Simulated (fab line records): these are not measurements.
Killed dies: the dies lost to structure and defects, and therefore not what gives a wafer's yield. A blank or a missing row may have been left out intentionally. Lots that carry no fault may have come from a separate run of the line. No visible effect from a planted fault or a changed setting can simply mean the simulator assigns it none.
The tool behind it: which one?	flow sky130	30 wafers from 10 lots sampled at 6 of the route's 708 steps

== WHAT EACH GAUGE READ, for each wafer ==
SKY_LI_CONTACT_THK_MEAS_23: measures by xrf. Usual: LI_CONTACT_W_THK gives 390 nm (standard deviation 5.9).
lot	measured	on	LI_CONTACT_W_THK (nm)	flag
L537	day 28 23:33	filmMetro-04	387 387 388	
L538	day 29 11:07	filmMetro-03	399 401 396	
L545	day 31 19:02	filmMetro-02	379 381 375	
L550	day 33 18:25	filmMetro-03	389 389 386	
L553	day 34 08:19	filmMetro-03	391 389 391	
L554	day 34 16:44	filmMetro-03	384 384 384	
L556	day 35 04:52	filmMetro-03	393 401 396	
L557	day 35 11:05	filmMetro-03	393 393 403	
L559	day 36 05:23	filmMetro-03	385 391 384	
L560	day 36 14:26	filmMetro-03	399 393 397	

SKY_LOCAL_INTERCONNECT_RS_MEAS_01: uses a four-point probe to measure. Usual: LOCAL_INTERCONNECT_TIN_RS gives 14.15 ohm/sq (standard deviation 0.15).
lot	measured	on	LOCAL_INTERCONNECT_TIN_RS (ohm/sq)	flag
L537	day 28 23:59	filmMetro-01	14.56 14.39 14.26	
L538	day 29 11:34	filmMetro-02	14.21 14.18 14.25	
L545	day 31 19:31	filmMetro-03	14.33 12.78 14.50	
L550	day 33 18:51	filmMetro-02	14.25 14.25 14.25	
L553	day 34 08:46	filmMetro-01	13.71 13.71 14.20	
L554	day 34 17:11	filmMetro-03	14.22 13.99 14.07	
L556	day 35 05:17	filmMetro-03	14.11 14.30 14.22	
L557	day 35 11:30	filmMetro-03	14.14 14.18 14.21	
L559	day 36 05:50	filmMetro-02	14.17 14.23 13.88	
L560	day 36 14:52	filmMetro-03	14.25 14.17 14.22	

SKY_LOCAL_INTERCONNECT_THK_MEAS_02: measures by xrf. Usual: LOCAL_INTERCONNECT_TIN_THK gives 101.6 nm (standard deviation 1.1).
lot	measured	on	LOCAL_INTERCONNECT_TIN_THK (nm)	flag
L537	day 29 00:06	filmMetro-01	98.8 100.3 100.7	
L538	day 29 11:40	filmMetro-02	100.7 101.0 100.6	
L545	day 31 19:38	filmMetro-03	100.3 112.3 99.2	
L550	day 33 18:58	filmMetro-02	101.1 100.9 101.2	
L553	day 34 08:52	filmMetro-01	104.6 104.0 101.2	
L554	day 34 17:17	filmMetro-03	100.4 102.0 101.4	
L556	day 35 05:24	filmMetro-03	102.3 101.2 101.3	
L557	day 35 11:37	filmMetro-03	101.8 101.7 101.5	
L559	day 36 05:56	filmMetro-02	101.9 101.5 103.5	
L560	day 36 14:59	filmMetro-03	100.3 100.8 100.2	

== EACH LOT AND THE TOOL THAT RAN IT (in order: tool; ch and the chambers of the sampled wafers; start) ==
lot	SKY_POLY_CUT_ETCH_10	SKY_SD_N_STRIP_11	SKY_LOCAL_INTERCONNECT_SPUTTER_00
L537	rieDiel-02 ch 2,3, day 24 01:01	plasmaAsher-03 ch 0,1, day 27 17:17	pvdSputter-02, day 28 23:55
L538	rieDiel-02 ch 1,2, day 24 12:35	plasmaAsher-02 ch 0,1, day 28 04:37	pvdSputter-03, day 29 11:28
L545	rieDiel-04 ch 0,2,3, day 27 00:02	plasmaAsher-02 ch 0, day 30 13:31	pvdSputter-03, day 31 19:27
L550	rieDiel-03 ch 0,1,2, day 28 22:22	plasmaAsher-03 ch 0,1, day 32 14:06	pvdSputter-01, day 33 18:47
L553	rieDiel-02 ch 2,3, day 29 20:22	plasmaAsher-03 ch 0,1, day 33 05:01	pvdSputter-02, day 34 08:38
L554	rieDiel-03 ch 0,2,3, day 30 05:13	plasmaAsher-03 ch 0,1, day 33 13:55	pvdSputter-01, day 34 17:04
L556	rieDiel-03 ch 0,2,3, day 30 16:01	plasmaAsher-01 ch 0,1, day 34 00:44	pvdSputter-01, day 35 05:13
L557	rieDiel-03 ch 2,3, day 30 20:59	plasmaAsher-02 ch 0,1, day 34 05:43	pvdSputter-01, day 35 11:26
L559	rieDiel-02 ch 0,2,3, day 31 16:29	plasmaAsher-01 ch 0,1, day 35 00:49	pvdSputter-02, day 36 05:44
L560	rieDiel-03 ch 0,1,3, day 32 02:38	plasmaAsher-02 ch 0,1, day 35 09:20	pvdSputter-01, day 36 14:47
- SKY_POLY_CUT_ETCH_10: etches BARC in N2/H2, stops on SiO2, time 45.9 s, target depth 60 nm.
- SKY_SD_N_STRIP_11: strips in O2/N2.
- SKY_LOCAL_INTERCONNECT_SPUTTER_00: material TiN, target thk 100 nm, time 83.3 s.

== AS READ BY THE TOOLS THEMSELVES (means over the sampled wafers that have a number; for cases with no such wafer, the mark the record gives instead) ==
SKY_POLY_CUT_ETCH_10. Usual: drypumpMotorCurrentA 5.7 A, standard deviation 0.51; oesProductAu 0.854 a.u., standard deviation 0.0049; throttleValvePct 13.226 %, standard deviation 0.0084.
lot	tool	drypumpMotorCurrentA (A)	oesProductAu (a.u.)	throttleValvePct (%)	flag
L537	rieDiel-02	5.2	0.855	13.225	
L538	rieDiel-02	5.4	0.851	13.223	
L545	rieDiel-04	5.6	0.855	13.232	
L550	rieDiel-03	5.6	0.852	13.225	
L553	rieDiel-02	5.2	0.854	13.229	
L554	rieDiel-03	5.5	0.855	13.231	
L556	rieDiel-03	5.5	0.854	13.234	
L557	rieDiel-03	5.2	0.852	13.222	
L559	rieDiel-02	5.6	0.848	13.226	
L560	rieDiel-03	6.0	0.854	13.222	

SKY_SD_N_STRIP_11. Usual: drypumpMotorCurrentA 5.83 A, standard deviation 0.17; oesProductAu 0.527 a.u., standard deviation 0.0046; stripTimeToEndpointS 22.54 s, standard deviation 0.039.
lot	tool	drypumpMotorCurrentA (A)	oesProductAu (a.u.)	stripTimeToEndpointS (s)	flag
L537	plasmaAsher-03	5.87	0.530	22.58	
L538	plasmaAsher-02	5.70	0.530	22.52	
L545	plasmaAsher-02	5.99	0.527	22.58	
L550	plasmaAsher-03	5.75	0.524	22.51	
L553	plasmaAsher-03	5.77	0.526	22.54	
L554	plasmaAsher-03	5.74	0.531	22.56	
L556	plasmaAsher-01	5.92	0.530	22.50	
L557	plasmaAsher-02	5.70	0.525	22.58	
L559	plasmaAsher-01	5.93	0.529	22.51	
L560	plasmaAsher-02	5.85	0.527	22.55	

SKY_LOCAL_INTERCONNECT_SPUTTER_00. Usual: 30.0 % for throttleValvePct, sd 0.96.
lot	tool	throttleValvePct (%)	flag
L537	pvdSputter-02	29.6	
L538	pvdSputter-03	29.6	
L545	pvdSputter-03	28.9	
L550	pvdSputter-01	29.9	
L553	pvdSputter-02	29.6	
L554	pvdSputter-01	30.0	
L556	pvdSputter-01	30.5	
L557	pvdSputter-01	30.0	
L559	pvdSputter-02	29.6	
L560	pvdSputter-01	30.4	

== THE ANSWER, worked out from the rows above alone ==
Rule: take the mean of a lot's wafers that have a number; if it is more than 3 standard deviations from the usual mean, the lot is off. A lot without any number at a reading at which 4 lots or more have one is off too. The other lots that the step has rows for count as sound. First the gauges in route order, then the tools' own readings, where a lot's mean is used as printed above. The first step at which some lot is off is used, and at that step the reading that is off furthest; a lot without a number counts as furthest.
No lot is off on any of the readings shown, so nothing can be concluded from this.

== WHAT WAS PUT IN BY THE SIMULATOR ==
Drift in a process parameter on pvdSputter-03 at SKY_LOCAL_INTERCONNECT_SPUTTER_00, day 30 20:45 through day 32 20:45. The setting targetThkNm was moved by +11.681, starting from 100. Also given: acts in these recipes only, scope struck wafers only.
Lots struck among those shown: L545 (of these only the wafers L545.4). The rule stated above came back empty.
